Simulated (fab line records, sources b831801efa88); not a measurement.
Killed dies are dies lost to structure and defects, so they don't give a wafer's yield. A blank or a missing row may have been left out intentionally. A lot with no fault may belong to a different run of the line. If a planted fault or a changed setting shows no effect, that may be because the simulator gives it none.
fab line records    flow sky130
record lots=5  wafers=15  last-day=50
route steps=708 shown VIA3@593 METAL4@598 CAP2M@603 PAD_OPEN@708
lots that met no fault: from a run of the same line without faults
start-h: hours from the record's opening day to when the first of the lot's shown wafers began    wait-h: hours since the lot's step before    " unchanged from the row above    L1.1+2: a single row standing in for several wafers    - no value present, or no start provided    * or withheld: withheld    < > ~ a bound
route shown NAME@n: a module of which the file shows steps, and the number in the route of the first    usual: mean/standard deviation taken from wafers without a fault    same: alike in all rows    chamber/n: place in a boat    sites: per-site readings    _std_site: their standard deviation    _edge_site: outer sites' mean less inner sites'    radius-mm: how far each site lies from the wafer's centre    mask NAME#n: copy n    behind: tool/chamber where the wafer was last shaped    hold: why the lot was held/for how many hours/how that ended    device: the transistor (n, p or np) that didn't switch    end of line: tests run on the same wafers once the route is complete    a step with no rows: only its recipe    killed: at the first sort, the dies lost to defects and structure; wafer yield is something else    map: dies across one wafer; x = killed, . = not, _ = none there
set.NAME: setting as actually run; set.NAME@STEP: the setting as run at that earlier step    model.NAME: the simulator's own value behind a step, which no gauge read
lots seen at some steps along the route; tables by step, rows by wafer
services: the hour from which a tool's chamber was out of use, counted from the record's first day as start-h (under 0 if before that day), plus the number of hours and why
## steps
# step SKY_VIA3_SPUTTER_20
# recipe material=TiN  target-thk-nm=20  chamber-pressure-pa=5  power-w=4000  time-s=80
# step SKY_VIA3_CVD_21
# recipe material=W  target-thk-nm=390  time-s=117.31  temp-c=400  pressure-torr=40
# step SKY_VIA3_RS_MEAS_22
# recipe thk-meas-gauge=four-point-probe  reads=W_of_VIA3_CVD_21+TiN_of_VIA3_SPUTTER_20
# usual VIA3_W_RS=0.294/0.0051
lot.wafer  tool           chamber  start-h  wait-h  VIA3_W_RS[ohm/sq]
L208.1     film-metro-02  -        968.40   0.1     0.291
L208.3     "              -        "        "       0.291
L208.5     "              -        "        "       0.291
L217.2     film-metro-01  -        1031.04  0.1     0.306
L217.5     "              -        "        "       0.290
L217.6     "              -        "        "       0.299
L220.2     film-metro-01  -        1048.58  0.1     0.309
L220.5     "              -        "        "       0.295
L220.6     "              -        "        "       0.306
L223.2     film-metro-02  -        1065.96  0.1     0.295
L223.3     "              -        "        "       0.290
L223.6     "              -        "        "       0.294
L226.2     film-metro-04  -        1089.97  0.1     0.289
L226.3     "              -        "        "       0.286
L226.5     "              -        "        "       0.302
# step SKY_VIA3_THK_MEAS_23
# recipe thk-meas-gauge=xrf  reads=W_of_VIA3_CVD_21
# usual VIA3_W_THK=398/7.7
lot.wafer  tool           chamber  start-h  wait-h  VIA3_W_THK[nm]
L208.1     film-metro-02  -        968.52   0.1     400
L208.3     "              -        "        "       399
L208.5     "              -        "        "       400
L217.2     film-metro-01  -        1031.15  0.1     379
L217.5     "              -        "        "       404
L217.6     "              -        "        "       387
L220.2     film-metro-01  -        1048.69  0.1     380
L220.5     "              -        "        "       401
L220.6     "              -        "        "       386
L223.2     film-metro-02  -        1066.07  0.1     393
L223.3     "              -        "        "       396
L223.6     "              -        "        "       392
L226.2     film-metro-04  -        1090.08  0.1     403
L226.3     "              -        "        "       409
L226.5     "              -        "        "       391
# step SKY_VIA3_CMP_24
# recipe stop-on=SiO2  t-overpolish-s=20  down-force-psi=3.5  platen-rpm=60  target-thk-nm=0  pad-velocity-m-s=0.94248
# step SKY_METAL4_SPUTTER_00
# recipe material=Ti  target-thk-nm=15  power-w=3000  time-s=10  chamber-pressure-pa=0.4
# step SKY_METAL4_SPUTTER_01
# recipe material=TiN  target-thk-nm=20  power-w=6500  time-s=16.7  chamber-pressure-pa=0.4
# usual throttle-valve-pct=29.4/1.1
lot.wafer  tool            chamber  start-h  wait-h  throttle-valve-pct
L208.1     pvd-sputter-02  -        968.92   0.0     27.7
L208.3     "               -        "        "       29.4
L208.5     "               -        "        "       28.9
L217.2     pvd-sputter-02  -        1031.52  0.0     28.9
L217.5     "               -        "        "       27.9
L217.6     "               -        "        "       28.9
L220.2     pvd-sputter-02  -        1049.07  0.0     29.0
L220.5     "               -        "        "       29.6
L220.6     "               -        "        "       27.8
L223.2     pvd-sputter-02  -        1066.44  0.0     29.6
L223.3     "               -        "        "       28.3
L223.6     "               -        "        "       29.9
L226.2     pvd-sputter-03  -        1090.45  0.0     29.2
L226.3     "               -        "        "       31.5
L226.5     "               -        "        "       31.5
# step SKY_METAL4_SPUTTER_02
# recipe material=AlCu  target-thk-nm=735  power-w=10600  time-s=39.1  chamber-pressure-pa=0.4
# step SKY_METAL4_SPUTTER_03
# recipe material=Ti  target-thk-nm=5  power-w=3000  time-s=3.3  chamber-pressure-pa=0.4
# usual throttle-valve-pct=29.4/1.1
lot.wafer  tool            chamber  start-h  wait-h  throttle-valve-pct
L208.1     pvd-sputter-02  -        968.99   0.0     27.7
L208.3     "               -        "        "       29.3
L208.5     "               -        "        "       29.1
L217.2     pvd-sputter-02  -        1031.59  0.0     28.6
L217.5     "               -        "        "       27.8
L217.6     "               -        "        "       29.1
L220.2     pvd-sputter-02  -        1049.13  0.0     29.1
L220.5     "               -        "        "       29.9
L220.6     "               -        "        "       27.8
L223.2     pvd-sputter-02  -        1066.51  0.0     29.6
L223.3     "               -        "        "       28.1
L223.6     "               -        "        "       29.5
L226.2     pvd-sputter-03  -        1090.52  0.0     29.0
L226.3     "               -        "        "       31.4
L226.5     "               -        "        "       31.3
# step SKY_METAL4_SPUTTER_04
# recipe material=TiN  target-thk-nm=70  power-w=6500  time-s=58.3  chamber-pressure-pa=0.4
# step SKY_CAP2M_CVD_00
# recipe material=SiO2  target-thk-nm=15.5  temp-c=400  time-s=withheld  rf-w=450
# usual heater-power-w=783/83  susceptor-temp-C=399.95/0.21
lot.wafer  tool      chamber  start-h  wait-h  heater-power-w  susceptor-temp-C
L208.1     pecvd-01  0        969.05   0.0     814             399.79
L208.3     "         1        "        "       770             399.83
L208.5     "         0        "        "       794             399.76
L217.2     pecvd-02  0        1031.66  0.0     806             400.04
L217.5     "         1        "        "       753             399.89
L217.6     "         0        "        "       798             399.71
L220.2     pecvd-04  1        1049.20  0.0     672             399.80
L220.5     "         0        "        "       609             399.93
L220.6     "         1        "        "       663             399.78
L223.2     pecvd-02  0        1066.57  0.0     772             399.83
L223.3     "         2        "        "       828             399.67
L223.6     "         2        "        "       848             399.94
L226.2     pecvd-01  0        1090.59  0.0     854             400.05
L226.3     "         1        "        "       774             400.10
L226.5     "         1        "        "       774             399.93
# step SKY_CAP2M_THK_MEAS_01
# recipe reads=SiO2_of_CAP2M_CVD_00
# usual CAP2M_CVD_00_THK=15.55/0.21
lot.wafer  tool           chamber  start-h  wait-h  CAP2M_CVD_00_THK[nm]
L208.1     film-metro-02  -        969.08   -       15.54
L208.3     "              -        "        "       15.20
L208.5     "              -        "        "       15.67
L217.2     film-metro-03  -        1031.69  -       15.34
L217.5     "              -        "        "       15.04
L217.6     "              -        "        "       15.54
L220.2     film-metro-02  -        1049.23  -       15.26
L220.5     "              -        "        "       15.75
L220.6     "              -        "        "       15.35
L223.2     film-metro-03  -        1066.61  -       15.34
L223.3     "              -        "        "       15.51
L223.6     "              -        "        "       15.53
L226.2     film-metro-04  -        1090.62  -       15.43
L226.3     "              -        "        "       15.46
L226.5     "              -        "        "       15.66
# step SKY_CAP2M_SPUTTER_02
# recipe material=TiN  target-thk-nm=200  temp-c=300  power-w=6500  time-s=166.7  chamber-pressure-pa=0.4
# usual susceptor-temp-C=300.01/0.16  throttle-valve-pct=29.9/1.3
lot.wafer  tool            chamber  start-h  wait-h  susceptor-temp-C  throttle-valve-pct  model.TiN_of_CAP2M_SPUTTER_02.thk-nm
L208.1     pvd-sputter-03  -        969.14   0.1     300.00            31.5                203.3
L208.3     "               -        "        "       299.92            29.1                200.3
L208.5     "               -        "        "       300.06            29.1                198.7
L217.2     pvd-sputter-04  -        1031.74  0.0     299.88            27.5                199.7
L217.5     "               -        "        "       300.02            30.5                200.2
L217.6     "               -        "        "       300.20            31.1                220.5
L220.2     pvd-sputter-03  -        1049.28  0.0     300.06            30.7                201.6
L220.5     "               -        "        "       300.07            29.3                201.3
L220.6     "               -        "        "       299.78            30.9                202.5
L223.2     pvd-sputter-03  -        1066.66  0.0     299.98            30.6                196.8
L223.3     "               -        "        "       300.11            30.8                196.8
L223.6     "               -        "        "       300.00            29.3                198
L226.2     pvd-sputter-04  -        1090.67  0.0     300.01            31.1                200
L226.3     "               -        "        "       299.86            27.2                197.7
L226.5     "               -        "        "       300.22            30.2                196.9
# step SKY_CAP2M_RS_MEAS_03
# recipe thk-meas-gauge=four-point-probe  reads=TiN_of_CAP2M_SPUTTER_02
# usual CAP2M_TIN_RS=6.92/0.088
lot.wafer  tool           chamber  start-h  wait-h  CAP2M_TIN_RS[ohm/sq]
L208.1     film-metro-02  -        969.25   0.1     6.79
L208.3     "              -        "        "       6.90
L208.5     "              -        "        "       6.95
L217.2     film-metro-03  -        1031.87  0.1     6.92
L217.5     "              -        "        "       6.89
L217.6     "              -        "        "       6.24
L220.2     film-metro-04  -        1049.41  0.1     6.86
L220.5     "              -        "        "       6.87
L220.6     "              -        "        "       6.82
L223.2     film-metro-03  -        1066.78  0.1     7.02
L223.3     "              -        "        "       7.03
L223.6     "              -        "        "       6.98
L226.2     film-metro-03  -        1090.80  0.1     6.92
L226.3     "              -        "        "       6.99
L226.5     "              -        "        "       7.02
# step SKY_CAP2M_THK_MEAS_04
# recipe thk-meas-gauge=xrf  reads=TiN_of_CAP2M_SPUTTER_02
# usual CAP2M_TIN_THK=196.9/2.3
lot.wafer  tool           chamber  start-h  wait-h  CAP2M_TIN_THK[nm]
L208.1     film-metro-02  -        969.37   0.1     199.6
L208.3     "              -        "        "       196.8
L208.5     "              -        "        "       195.5
L217.2     film-metro-03  -        1031.98  0.1     197.3
L217.5     "              -        "        "       198.4
L217.6     "              -        "        "       217.9
L220.2     film-metro-04  -        1049.52  0.1     199.4
L220.5     "              -        "        "       199.6
L220.6     "              -        "        "       201.3
L223.2     film-metro-03  -        1066.89  0.1     194.5
L223.3     "              -        "        "       195.3
L223.6     "              -        "        "       195.5
L226.2     film-metro-03  -        1090.91  0.1     196.0
L226.3     "              -        "        "       194.8
L226.5     "              -        "        "       194.3
# step SKY_CAP2M_DEHYDRATE_05
# recipe temp-c=200  time-s=60
# step SKY_CAP2M_HMDS_06
# recipe prime-time-s=60  prime-temp-c=120
# step SKY_CAP2M_COAT_07
# recipe resist=NOVOLAK  spin-rpm=3000  resist-thk-nm=1140
# step SKY_CAP2M_SOFTBAKE_08
# recipe temp-c=90  time-s=60  resist=NOVOLAK
# step SKY_CAP2M_EXPOSE_09
# recipe mask-id=CAP2M  na=0.6  source-shape=conventional  sigma-outer=0.6  polarization=unpolarized  target-cd-nm=1000  dose-mj=159
# step SKY_CAP2M_PEB_10
# recipe temp-c=withheld  time-s=*  resist=NOVOLAK
# step SKY_CAP2M_DEVELOP_11
# recipe resist=NOVOLAK  developer=TMAH  develop-time-s=60  dev-temp-c=23
# step SKY_CAP2M_OVL_MEAS_12
# usual CAP2M_OVL=1.2/1.4
lot.wafer  tool        chamber  start-h  wait-h  CAP2M_OVL[nm]
L208.1     overlay-01  -        992.72   0.1     3.0
L208.3     "           -        "        "       -0.4
L208.5     "           -        "        "       1.9
L217.2     overlay-02  -        1055.04  0.1     0.7
L217.5     "           -        "        "       0.0
L217.6     "           -        "        "       -2.1
L220.2     overlay-01  -        1071.45  0.1     1.9
L220.5     "           -        "        "       1.3
L220.6     "           -        "        "       2.5
L223.2     overlay-02  -        1086.59  0.1     1.0
L223.3     "           -        "        "       1.4
L223.6     "           -        "        "       4.3
L226.2     overlay-02  -        1110.94  0.1     1.0
L226.3     "           -        "        "       0.3
L226.5     "           -        "        "       2.0
# step SKY_CAP2M_METAL_ETCH_13
# recipe target-depth-nm=220  stop-on=SiO2  chemistry=Cl2/BCl3  target=TiN  pressure-mtorr=10  icp-w=900  bias-w=48.5  Cl2_flow_sccm=60  bcl3-flow-sccm=30  time-s=62.9
# usual drypump-motor-current-A=6.0/0.39  oes-product-au=0.940/0.0082  throttle-valve-pct=21.902/0.011
lot.wafer  tool          chamber  start-h  wait-h  drypump-motor-current-A  oes-product-au  rf-hours-counter-h  throttle-valve-pct
L208.1     rie-metal-04  0        992.75   0.0     5.8                      0.957           4                   21.909
L208.3     "             1        "        "       5.4                      0.942           -                   21.887
L208.5     "             0        "        "       5.8                      0.942           -                   21.897
L217.2     rie-metal-02  0        1055.07  0.0     5.8                      0.939           12                  21.902
L217.5     "             0        "        "       5.8                      0.948           -                   21.903
L217.6     "             1        "        "       6.5                      0.991           -                   21.861
L220.2     rie-metal-02  0        1071.48  0.0     5.8                      0.938           14                  21.877
L220.5     "             0        "        "       5.8                      0.940           -                   21.892
L220.6     "             1        "        "       6.6                      0.949           -                   21.887
L223.2     rie-metal-02  0        1086.62  0.0     5.8                      0.931           15                  21.913
L223.3     "             1        "        "       6.5                      0.936           -                   21.917
L223.6     "             0        "        "       5.8                      0.941           -                   21.899
L226.2     rie-metal-04  0        1110.97  0.0     5.8                      0.946           12                  21.893
L226.3     "             1        "        "       5.4                      0.925           -                   21.908
L226.5     "             0        "        "       5.8                      0.938           -                   21.917
# step SKY_CAP2M_STRIP_14
# recipe chemistry=O2/N2  power-w=1400  pressure-mtorr=1500  platen-temp-c=withheld  o2-flow-sccm=3000  n2-flow-sccm=300  overash-fraction=0.5
# step SKY_CAP2M_STRIP_15
# recipe chemistry=post-etch-residue-remover  time-s=1200  temp-c=72.5
# step SKY_CAP2M_CLEAN_16
# recipe chemistry=IPA  time-s=180  temp-c=25
# step SKY_CAP2M_CLEAN_17
# recipe chemistry=O3/DIW  dry=n2-spin
# step SKY_METAL4_DEHYDRATE_05
# recipe temp-c=200  time-s=60
# step SKY_METAL4_HMDS_06
# recipe prime-time-s=60  prime-temp-c=120
# step SKY_METAL4_COAT_07
# recipe resist=BARC  temp-c=withheld  time-s=withheld  spin-rpm=3000  resist-thk-nm=60
# step SKY_METAL4_COAT_08
# recipe resist=KrF-thick  spin-rpm=3000  resist-thk-nm=1140
# step SKY_METAL4_SOFTBAKE_09
# recipe temp-c=100  time-s=90  resist=KrF-thick
# step SKY_METAL4_EXPOSE_10
# recipe mask-id=MM4  na=0.68  source-shape=annular  sigma-inner=0.4  sigma-outer=0.8  target-cd-nm=300  dose-mj=28
# step SKY_METAL4_PEB_11
# recipe peb-temp-c=withheld  peb-time-s=withheld  resist=KrF-thick
# step SKY_METAL4_DEVELOP_12
# recipe develop-time-s=60  resist=KrF-thick  dev-temp-c=21
# step SKY_METAL4_CD_MEAS_13
# recipe target-cd-nm=300
# usual cd-nm=300.0/1.5
lot.wafer  tool       chamber  start-h  wait-h  cd-nm
L208.1     cd-sem-01  -        1016.89  -       299.2
L208.3     "          -        "        "       299.8
L208.5     "          -        "        "       299.1
L217.2     cd-sem-02  -        1077.05  -       297.9
L217.5     "          -        "        "       298.7
L217.6     "          -        "        "       298.0
L220.2     cd-sem-01  -        1093.25  -       299.0
L220.5     "          -        "        "       298.4
L220.6     "          -        "        "       299.3
L223.2     cd-sem-01  -        1107.51  -       298.2
L223.3     "          -        "        "       298.2
L223.6     "          -        "        "       298.1
L226.2     cd-sem-01  -        1131.85  -       298.7
L226.3     "          -        "        "       296.7
L226.5     "          -        "        "       297.7
# step SKY_METAL4_OVL_MEAS_14
# usual METAL4_OVL=5/6.7
lot.wafer  tool        chamber  start-h  wait-h  METAL4_OVL[nm]
L208.1     overlay-02  -        1017.01  0.1     -1
L208.3     "           -        "        "       -1
L208.5     "           -        "        "       0
L217.2     overlay-01  -        1077.16  0.1     8
L217.5     "           -        "        "       18
L217.6     "           -        "        "       14
L220.2     overlay-01  -        1093.36  0.1     -5
L220.5     "           -        "        "       1
L220.6     "           -        "        "       -3
L223.2     overlay-02  -        1107.62  0.1     9
L223.3     "           -        "        "       4
L223.6     "           -        "        "       7
L226.2     overlay-01  -        1131.96  0.1     15
L226.3     "           -        "        "       4
L226.5     "           -        "        "       7
# step SKY_METAL4_DESCUM_15
# recipe chemistry=O2  source-power-w=150  bias-power-w=0  pressure-mtorr=10  temp-c=40  time-s=8
# step SKY_METAL4_ETCH_16
# recipe chemistry=N2/H2  target=BARC  ion-energy-ev=200  bias-w=100  pressure-mtorr=30  n2-flow-sccm=100  h2-flow-sccm=200  icp-w=500  stop-on=SiO2  time-s=88.2  target-depth-a=600
# usual drypump-motor-current-A=5.8/0.42  oes-product-au=0.625/0.0048  throttle-valve-pct=13.205/0.0082
lot.wafer  tool          chamber  start-h  wait-h  drypump-motor-current-A  oes-product-au  rf-hours-counter-h  throttle-valve-pct
L208.1     rie-metal-02  0        1017.08  0.0     5.8                      0.631           10                  13.196
L208.3     "             0        "        "       5.8                      0.627           -                   13.208
L208.5     "             0        "        "       5.8                      0.623           -                   13.208
L217.2     rie-metal-03  0        1077.22  0.0     5.8                      0.635           15                  13.199
L217.5     "             1        "        "       5.1                      0.626           -                   13.190
L217.6     "             0        "        "       5.8                      0.620           -                   13.210
L220.2     rie-metal-02  1        1093.42  0.0     6.5                      0.626           9                   13.201
L220.5     "             0        "        "       5.8                      0.625           -                   13.216
L220.6     "             1        "        "       6.6                      0.625           -                   13.198
L223.2     rie-metal-04  1        1107.68  0.0     5.4                      0.632           14                  13.202
L223.3     "             1        "        "       5.4                      0.627           -                   13.206
L223.6     "             1        "        "       5.4                      0.622           -                   13.205
L226.2     rie-metal-03  0        1132.02  0.0     5.8                      0.631           19                  13.200
L226.3     "             1        "        "       5.1                      0.631           -                   13.205
L226.5     "             0        "        "       5.8                      0.634           -                   13.208
# step SKY_METAL4_ETCH_17
# recipe target=SiO2  stop-on=TiN  chemistry=C4F8/O2/Ar  source-w=1500  bias-w=1200  pressure-mtorr=40  c4f8-flow-sccm=withheld  O2_flow_sccm=6  Ar_flow_sccm=300  time-s=3.9  target-depth-a=150
# step SKY_METAL4_METAL_ETCH_18
# recipe target-depth-a=8450  stop-on=SiO2  over-etch-frac=0.3  time-s=183.1  chemistry=Cl2/BCl3  resist-sidewall-deg=88  pressure-mtorr=10  icp-w=900  bias-w=48.5  Cl2_flow_sccm=60  bcl3-flow-sccm=30
# usual drypump-motor-current-A=5.7/0.47  oes-product-au=0.867/0.0067  throttle-valve-pct=22.264/0.0086
lot.wafer  tool          chamber  start-h  wait-h  drypump-motor-current-A  oes-product-au  rf-hours-counter-h  throttle-valve-pct
L208.1     rie-metal-03  0        1017.20  0.0     5.8                      0.863           10                  22.257
L208.3     "             0        "        "       5.8                      0.867           -                   22.258
L208.5     "             0        "        "       5.8                      0.868           -                   22.256
L217.2     rie-metal-02  1        1077.33  0.0     6.5                      0.877           8                   22.276
L217.5     "             0        "        "       5.8                      0.874           -                   22.266
L217.6     "             1        "        "       6.5                      0.880           -                   22.267
L220.2     rie-metal-03  0        1093.53  0.0     5.8                      0.880           16                  22.258
L220.5     "             0        "        "       5.8                      0.874           -                   22.275
L220.6     "             1        "        "       5.1                      0.866           -                   22.274
L223.2     rie-metal-03  0        1107.80  0.0     5.8                      0.871           17                  22.261
L223.3     "             1        "        "       5.1                      0.865           -                   22.257
L223.6     "             1        "        "       5.1                      0.865           -                   22.266
L226.2     rie-metal-02  0        1132.14  0.0     5.8                      0.867           18                  22.285
L226.3     "             1        "        "       6.5                      0.865           -                   22.269
L226.5     "             0        "        "       5.8                      0.868           -                   22.265
# step SKY_METAL4_STRIP_20
# recipe chemistry=post-etch-residue-remover  time-s=1200  temp-c=72.5
lot.wafer  tool          chamber  start-h  wait-h  model.TiN_of_CAP2M_SPUTTER_02.thk-nm
L208.1     wet-bench-01  1        1017.47  0.1     202.4
L208.3     "             1        "        "       199.5
L208.5     "             1        "        "       197.8
L217.2     wet-bench-03  1        1077.61  0.1     198.8
L217.5     "             1        "        "       199.4
L217.6     "             1        "        "       219.7
L220.2     wet-bench-03  1        1093.83  0.1     200.7
L220.5     "             1        "        "       200.5
L220.6     "             1        "        "       201.7
L223.2     wet-bench-03  2        1108.07  0.1     196
L223.3     "             2        "        "       195.9
L223.6     "             2        "        "       197.1
L226.2     wet-bench-02  3        1132.41  0.1     199.2
L226.3     "             3        "        "       196.9
L226.5     "             3        "        "       196.1
# step SKY_PAD_OPEN_PROBE_99
# usual defect-limited-yield=82.7/1.9  killed_at_M0_to_M3=43/7.3  killed_at_M4_up=3.1/1.7  killed-at-contacts=25/5.3  killed-at-front-end=14/4.1  killed-at-other=0.3/0.56  killed-dies=85/9.4  killed-open=46/7.4  killed-short=38/5.8
# same gross-dies=492  killed-at-back-side=0
lot.wafer  tool       chamber  start-h  wait-h  defect-limited-yield[%]  killed_at_M0_to_M3  killed_at_M4_up  killed-at-contacts  killed-at-front-end  killed-at-other  killed-dies  killed-open  killed-short  model.etest.tester.sort-n-pass  model.etest.tester.sort-yield-pct  model.etest.tester.sort_bin_5_pct  model.etest.cap-mim2.leak-log10-a-cm2  model.etest.cap-mim2.plate-ohm-sq  model.etest.via4-chain.rc-ohm  model.etest.tester.sort_bin_8_pct
L208.1     prober-02  -        1109.55  0.1     85.0                     33                  3                26                  11                   1                74           41           32            418                             84.96                              9.146                              -8.957                                 5.881                              0.7748                         0
L208.3     prober-02  -        1109.65  0.2     82.1                     57                  3                19                  9                    0                88           51           37            404                             82.11                              9.146                              -8.812                                 6.003                              0.7894                         0
L208.5     prober-02  -        1109.75  0.2     80.5                     39                  4                36                  16                   1                96           48           47            396                             80.49                              12.4                               -9.158                                 6.018                              0.8043                         0
L217.2     prober-01  -        1161.71  0.1     84.6                     36                  5                22                  12                   1                76           38           38            416                             84.55                              7.52                               -9.001                                 6.026                              0.7817                         0
L217.5     prober-01  -        1161.86  0.2     84.1                     37                  4                23                  14                   0                78           46           32            414                             84.15                              9.146                              -8.899                                 5.99                               0.7794                         0
L217.6     prober-01  -        1161.91  0.2     81.3                     49                  2                29                  12                   0                92           49           43            381                             77.44                              14.63                              -6.985                                 5.421                              0.9025                         7.2e-05
L220.2     prober-02  -        1175.80  0.1     85.2                     33                  4                26                  10                   0                73           43           30            419                             85.16                              9.146                              -8.933                                 5.977                              0.7954                         0
L220.5     prober-02  -        1175.95  0.2     82.3                     42                  4                26                  13                   2                87           38           49            405                             82.32                              10.77                              -9.17                                  5.99                               0.7909                         0
L220.6     prober-02  -        1176.00  0.2     82.7                     46                  6                22                  10                   1                85           42           43            407                             82.72                              8.13                               -8.928                                 5.888                              0.7576                         0
L223.2     prober-01  -        1185.35  0.1     84.6                     32                  2                28                  14                   0                76           40           36            416                             84.55                              9.756                              -8.906                                 6.123                              0.8235                         0
L223.3     prober-01  -        1185.40  0.2     87.6                     26                  1                17                  17                   0                61           33           28            431                             87.6                               6.911                              -8.911                                 6.118                              0.8143                         0
L223.6     prober-01  -        1185.55  0.2     80.7                     47                  6                27                  15                   0                95           54           41            397                             80.69                              12.2                               -8.909                                 6.03                               0.7783                         0
L226.2     prober-01  -        1204.74  0.1     83.9                     43                  4                19                  13                   0                79           38           41            413                             83.94                              7.927                              -8.89                                  6.052                              0.7947                         0
L226.3     prober-01  -        1204.79  0.2     83.7                     40                  2                22                  16                   0                80           40           40            412                             83.74                              9.35                               -8.901                                 6.069                              0.818                          0
L226.5     prober-01  -        1204.89  0.2     82.9                     50                  4                16                  14                   0                84           43           41            408                             82.93                              10.16                              -8.85                                  6.121                              0.7899                         0
# killed by level:class
L208.1 CONTACT:geometric-particle:open=11 VIA1:geometric-particle:open=8 LI_CONTACT:geometric-particle:open=6 CONTACT:geometric-particle:short=6 METAL1:geometric-particle:short=5 VIA3:geometric-particle:open=5 VIA1:geometric-particle:short=5 METAL4:geometric-particle:short=3
L208.3 VIA1:geometric-particle:open=11 VIA2:geometric-particle:open=9 VIA3:geometric-particle:open=8 LI_CONTACT:geometric-particle:open=6 CONTACT:geometric-particle:short=6 METAL3:geometric-particle:short=6 METAL1:geometric-particle:short=5 METAL1:geometric-particle:open=5
L208.5 VIA1:geometric-particle:open=13 CONTACT:geometric-particle:open=11 CONTACT:geometric-particle:short=8 LI_CONTACT:geometric-particle:open=6 VIA3:geometric-particle:open=5 LI_CONTACT:geometric-particle:short=5 LOCAL_INTERCONNECT:geometric-particle:short=5 METAL2:geometric-particle:short=5
L217.2 CONTACT:geometric-particle:open=11 LOCAL_INTERCONNECT:geometric-particle:short=6 VIA1:geometric-particle:open=6 VIA2:geometric-particle:open=5 VIA3:geometric-particle:open=5 METAL3:geometric-particle:short=4 VIA1:geometric-particle:short=4 FIELD_ISO:geometric-particle:open=3
L217.5 VIA1:geometric-particle:open=8 CONTACT:geometric-particle:open=7 LI_CONTACT:geometric-particle:open=6 FIELD_ISO:geometric-particle:open=5 VIA2:geometric-particle:open=5 METAL2:geometric-particle:open=5 POLY_GATE:geometric-particle:open=4 LOCAL_INTERCONNECT:geometric-particle:short=4
L217.6 VIA1:geometric-particle:open=12 CONTACT:geometric-particle:open=10 METAL2:geometric-particle:short=8 FIELD_ISO:geometric-particle:open=7 CONTACT:geometric-particle:short=7 LI_CONTACT:geometric-particle:open=6 VIA1:geometric-particle:short=6 VIA2:geometric-particle:short=5
L220.2 LOCAL_INTERCONNECT:geometric-particle:short=9 VIA2:geometric-particle:open=9 VIA1:geometric-particle:open=8 CONTACT:geometric-particle:open=8 VIA3:geometric-particle:open=7 LI_CONTACT:geometric-particle:open=6 POLY_GATE:geometric-particle:short=3 CONTACT:geometric-particle:short=3
L220.5 CONTACT:geometric-particle:short=10 CONTACT:geometric-particle:open=10 METAL2:geometric-particle:short=10 VIA1:geometric-particle:open=7 VIA2:geometric-particle:open=7 FIELD_ISO:geometric-particle:short=6 VIA3:geometric-particle:open=6 METAL1:geometric-particle:short=5
L220.6 VIA1:geometric-particle:open=11 CONTACT:geometric-particle:short=9 VIA2:geometric-particle:open=7 METAL2:geometric-particle:short=6 CONTACT:geometric-particle:open=5 VIA2:geometric-particle:short=5 METAL4:geometric-particle:short=5 POLY_GATE:geometric-particle:open=4
L223.2 CONTACT:geometric-particle:open=10 LI_CONTACT:geometric-particle:open=8 METAL1:geometric-particle:short=8 VIA2:geometric-particle:open=7 VIA1:geometric-particle:open=6 VIA1:geometric-particle:short=5 POLY_GATE:geometric-particle:short=5 CONTACT:geometric-particle:short=5
L223.3 POLY_GATE:geometric-particle:open=9 CONTACT:geometric-particle:open=6 METAL1:geometric-particle:short=6 VIA3:geometric-particle:open=5 CONTACT:geometric-particle:short=4 VIA1:geometric-particle:open=4 LI_CONTACT:geometric-particle:short=3 FIELD_ISO:geometric-particle:short=2
L223.6 VIA1:geometric-particle:open=13 VIA2:geometric-particle:open=10 CONTACT:geometric-particle:open=9 LI_CONTACT:geometric-particle:open=7 VIA2:geometric-particle:short=7 METAL1:geometric-particle:short=6 CONTACT:geometric-particle:short=6 POLY_GATE:geometric-particle:short=4
L226.2 VIA3:geometric-particle:open=8 VIA1:geometric-particle:short=8 VIA1:geometric-particle:open=8 LI_CONTACT:geometric-particle:open=5 CONTACT:geometric-particle:short=5 METAL1:geometric-particle:short=5 VIA2:geometric-particle:open=5 FIELD_ISO:geometric-particle:short=4
L226.3 VIA2:geometric-particle:open=8 CONTACT:geometric-particle:open=7 METAL1:geometric-particle:short=6 CONTACT:geometric-particle:short=6 VIA1:geometric-particle:open=6 VIA3:geometric-particle:open=6 POLY_GATE:geometric-particle:open=5 POLY_GATE:geometric-particle:short=5
L226.5 VIA1:geometric-particle:open=9 METAL2:geometric-particle:short=8 VIA2:geometric-particle:open=8 FIELD_ISO:geometric-particle:open=7 LI_CONTACT:geometric-particle:open=6 LOCAL_INTERCONNECT:geometric-particle:short=6 METAL1:geometric-particle:short=6 FIELD_ISO:geometric-particle:short=5
## services
tool            chamber  start-h  hours  kind
rie-metal-03    0        949.59   1.5    repair
pecvd-04        -        956.31   3.9    repair
rie-metal-03    -        959.00   2.8    pm
pecvd-04        -        975.62   5.5    pm
rie-metal-04    -        980.25   7.6    repair
pecvd-04        -        981.08   2.8    pm
pecvd-02        0        983.71   7.7    repair
pecvd-04        -        984.36   10.2   repair
pecvd-04        1        1006.50  6.4    repair
pvd-sputter-04  -        1007.05  11.3   repair
pvd-sputter-03  0        1016.27  -      consumable-replace:kit
rie-metal-02    -        1019.13  0.2    repair
wet-bench-03    -        1021.39  1.6    repair
pecvd-01        2        1036.21  8.3    repair
pecvd-01        -        1056.18  0.5    repair
rie-metal-04    -        1059.47  2.4    repair
pvd-sputter-04  -        1064.30  8.0    repair
pecvd-01        -        1070.27  14.6   pm
pvd-sputter-02  3        1103.87  -      consumable-replace:kit
pvd-sputter-02  3        1103.87  18.0   scheduled-down
pvd-sputter-02  3        1103.87  18.0   vent-cycle
wet-bench-01    -        1106.20  0.8    repair
pecvd-04        -        1115.34  1.2    repair
pecvd-02        -        1117.63  2.8    pm
## key
first-sign step=SKY_CAP2M_RS_MEAS_03  reading=CAP2M_TIN_RS  direction=down  sigmas=7.8  usual=6.92  struck=6.24
effect step=SKY_CAP2M_THK_MEAS_04  reading=CAP2M_TIN_THK  direction=up  sigmas=9.2  usual=196.9  struck=217.9
effect step=SKY_CAP2M_METAL_ETCH_13  reading=oes-product-au  direction=up  sigmas=6.2  usual=0.940  struck=0.991
model-effect step=SKY_CAP2M_SPUTTER_02  value=TiN_of_CAP2M_SPUTTER_02.thk-nm  without=201.9  struck=220.5
model-effect step=SKY_METAL4_STRIP_20  value=TiN_of_CAP2M_SPUTTER_02.thk-nm  without=201  struck=219.7
model-effect step=SKY_PAD_OPEN_PROBE_99  value=etest.tester.sort-n-pass  without=400  struck=381
met-at SKY_CAP2M_SPUTTER_02
struck-wafers L217.6
fault kind=process-parameter-drift  tool=pvd-sputter-04  chamber=-  onset-h=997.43  steps=SKY_CAP2M_SPUTTER_02  channel=target-thk-nm  offset=18.619  shape=step  end-h=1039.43  scope=struck-wafers-only  acts-in=these-recipes-only  stated=200
